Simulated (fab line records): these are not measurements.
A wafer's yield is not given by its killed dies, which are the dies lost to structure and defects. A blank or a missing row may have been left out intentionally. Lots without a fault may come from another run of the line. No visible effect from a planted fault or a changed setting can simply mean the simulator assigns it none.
The tool behind it: which one? || flow sky130 || 12 lots with 36 wafers sampled at 2 steps, on a route of 708 steps

WHAT EACH GAUGE READ, for each wafer
SKY_LOCAL_INTERCONNECT_CD_MEAS_11: the cd target is 170 nm.
{"lot": "L075", "measured": "day 30 10:43", "on": "cd sem-02", "cd nm (nm)": "167.7 168.7 167.8"}
{"lot": "L077", "measured": "day 31 11:41", "on": "cd sem-02", "cd nm (nm)": "170.1 169.8 169.4"}
{"lot": "L078", "measured": "day 31 16:08", "on": "cd sem-02", "cd nm (nm)": "170.8 168.5 168.3"}
{"lot": "L081", "measured": "day 32 23:31", "on": "cd sem-01", "cd nm (nm)": "170.8 170.1 169.9"}
{"lot": "L083", "measured": "day 33 07:19", "on": "cd sem-02", "cd nm (nm)": "168.3 168.1 168.0"}
{"lot": "L084", "measured": "day 33 20:29", "on": "cd sem-01", "cd nm (nm)": "169.1 170.0 168.4"}
{"lot": "L087", "measured": "day 34 21:28", "on": "cd sem-02", "cd nm (nm)": "169.8 168.8 169.0"}
{"lot": "L090", "measured": "day 35 17:59", "on": "cd sem-01", "cd nm (nm)": "170.6 170.3 171.2"}
{"lot": "L091", "measured": "day 35 21:11", "on": "cd sem-02", "cd nm (nm)": "170.1 169.8 169.4"}
{"lot": "L093", "measured": "day 37 02:43", "on": "cd sem-01", "cd nm (nm)": "168.6 168.9 169.2"}
{"lot": "L095", "measured": "day 37 08:16", "on": "cd sem-02", "cd nm (nm)": "170.9 171.2 171.6"}
{"lot": "L097", "measured": "day 37 13:41", "on": "cd sem-01", "cd nm (nm)": "169.7 168.1 169.9"}

TOOL THAT RAN EACH LOT (tool first, then ch and the chambers of the sampled wafers, then the start)
{"lot": "L075", "SKY_LI_CONTACT_SPUTTER_19": "pvd sputter-04, day 29 10:16"}
{"lot": "L077", "SKY_LI_CONTACT_SPUTTER_19": "pvd sputter-04, day 30 11:55"}
{"lot": "L078", "SKY_LI_CONTACT_SPUTTER_19": "pvd sputter-01, day 30 13:08"}
{"lot": "L081", "SKY_LI_CONTACT_SPUTTER_19": "pvd sputter-04, day 31 19:30"}
{"lot": "L083", "SKY_LI_CONTACT_SPUTTER_19": "pvd sputter-04, day 32 04:26"}
{"lot": "L084", "SKY_LI_CONTACT_SPUTTER_19": "pvd sputter-01, day 32 17:34"}
{"lot": "L087", "SKY_LI_CONTACT_SPUTTER_19": "pvd sputter-04, day 33 18:10"}
{"lot": "L090", "SKY_LI_CONTACT_SPUTTER_19": "pvd sputter-04, day 34 15:03"}
{"lot": "L091", "SKY_LI_CONTACT_SPUTTER_19": "pvd sputter-01, day 34 18:33"}
{"lot": "L093", "SKY_LI_CONTACT_SPUTTER_19": "pvd sputter-01, day 36 00:16"}
{"lot": "L095", "SKY_LI_CONTACT_SPUTTER_19": "pvd sputter-01, day 36 05:55"}
{"lot": "L097", "SKY_LI_CONTACT_SPUTTER_19": "pvd sputter-04, day 36 10:41"}
- SKY_LI_CONTACT_SPUTTER_19: material Ti, target thk 20 nm, time 106.37 s.

THE ANSWER, worked out from the rows above alone
Rule: usual is defined by the lots themselves. The widest of any qualifying gaps counts: lots, ordered by their means at a reading, are off when they make up no more than a third of the lots, leave a main group of 4 or more, and stand apart from it by 3 or more times the standard deviation of that group's means. If all means in a main group match to the digits the tables above print for the reading, that group is not used. Also off: a lot with no number at a reading for which 4 or more lots have one. The other lots that the step has rows for count as sound.
Across all readings shown, no lot is off: no conclusion can be drawn from this.

WHAT THE SIMULATOR PUT IN
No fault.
